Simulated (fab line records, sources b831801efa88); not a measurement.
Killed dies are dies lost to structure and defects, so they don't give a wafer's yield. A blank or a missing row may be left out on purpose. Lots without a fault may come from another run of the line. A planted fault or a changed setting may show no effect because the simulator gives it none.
A struck lot beside a sound one | flow sky130 | 16 steps out of a route of 708
Sound: wafers L344.1, L344.2, L344.5. Struck: wafers L349.3, L349.4, L349.6. The cause comes at the end.
At each step with rows: each side's tool, then ch and its chambers, then its first start. Under that, the readings that differ: sound wafers | struck wafers | difference of the means | sigmas: that difference in standard deviations of wafers without a fault.
alike: readings whose means differ by less than 2 such deviations, and words and numbers that are the same on both sides. not compared: withheld readings, readings that some wafer has no value for, bounds like >300 that may hide the same value, and numbers for which the record gives no deviation and whose values overlap.
The two part at a step that has a row with sigmas, a row that says differs or no value, or rows on one side only. Numbers that don't overlap but have no deviation are shown without sigmas and don't part them. A reading that every wafer of one side lacks parts them only if that side has two wafers or more.

first, 5 steps without rows for these wafers: SKY_FIELD_ISO_WET_ETCH_28 (etches SiO2 in dHF, target depth 23.7 nm, time 47 s); SKY_FIELD_ISO_WET_ETCH_29 (etches Si3N4 in H3PO4, target depth 160 nm, time 1825 s); SKY_FIELD_ISO_WET_ETCH_30 (etches SiO2 in dHF, target depth 25 nm, time 50 s); SKY_NWELL_CLEAN_00 (cleans in SC1/SC2, time 150 s); SKY_NWELL_OXIDATION_01 (stabilise 600 s, purge 300 s, target thk 10 nm).
SKY_NWELL_THK_MEAS_02:
  sound on film_metro-03, day 4 06:02; struck on film_metro-01, day 5 08:20
  alike: NWELL_OXIDATION_THK
then, 6 steps without rows for these wafers: SKY_DNWELL_DEHYDRATE_00 (time 60 s); SKY_DNWELL_HMDS_01 (prime time 60 s); SKY_DNWELL_COAT_02 (resist thk 3000 nm); SKY_DNWELL_SOFTBAKE_03; SKY_DNWELL_EXPOSE_04 (exposes mask DNM, target cd 3000 nm); SKY_DNWELL_PEB_05.
SKY_DNWELL_DEVELOP_06: develop time 60 s.
  sound on litho_track-02 ch 0, day 4 22:00; struck on litho_track-04, day 6 01:00
  no value came back on the struck wafers for chill_plate_temp_C (C), develop_time_s (s); on the sound wafers chill_plate_temp_C (C) reads 22.97 23.04 23.09
then, 1 step without rows for these wafers: SKY_DNWELL_IMPLANT_07.
SKY_DNWELL_STRIP_08: strips in O2/N2.
  sound on plasma_asher-04 ch 0,1, day 4 22:46; struck on plasma_asher-02 ch 0,1, day 6 01:56
  alike: chamber_pressure_mTorr, drypump_motor_current_A, oes_product_au, strip_time_to_endpoint_s
  not compared: rf_hours_counter_h
SKY_DNWELL_TW_MEAS_09:
  sound on film_metro-02, day 4 22:52; struck on film_metro-03, day 6 02:18
  reading   | sound          | struck   | difference | sigmas
  DNWELL_TW | 1108 1103 1109 | 30 30 30 | -1077      | -99 or more
  not compared: hold

WHERE THEY PART
First at SKY_DNWELL_DEVELOP_06; last, within this record, at SKY_DNWELL_TW_MEAS_09.

WHY: what the simulator had put in
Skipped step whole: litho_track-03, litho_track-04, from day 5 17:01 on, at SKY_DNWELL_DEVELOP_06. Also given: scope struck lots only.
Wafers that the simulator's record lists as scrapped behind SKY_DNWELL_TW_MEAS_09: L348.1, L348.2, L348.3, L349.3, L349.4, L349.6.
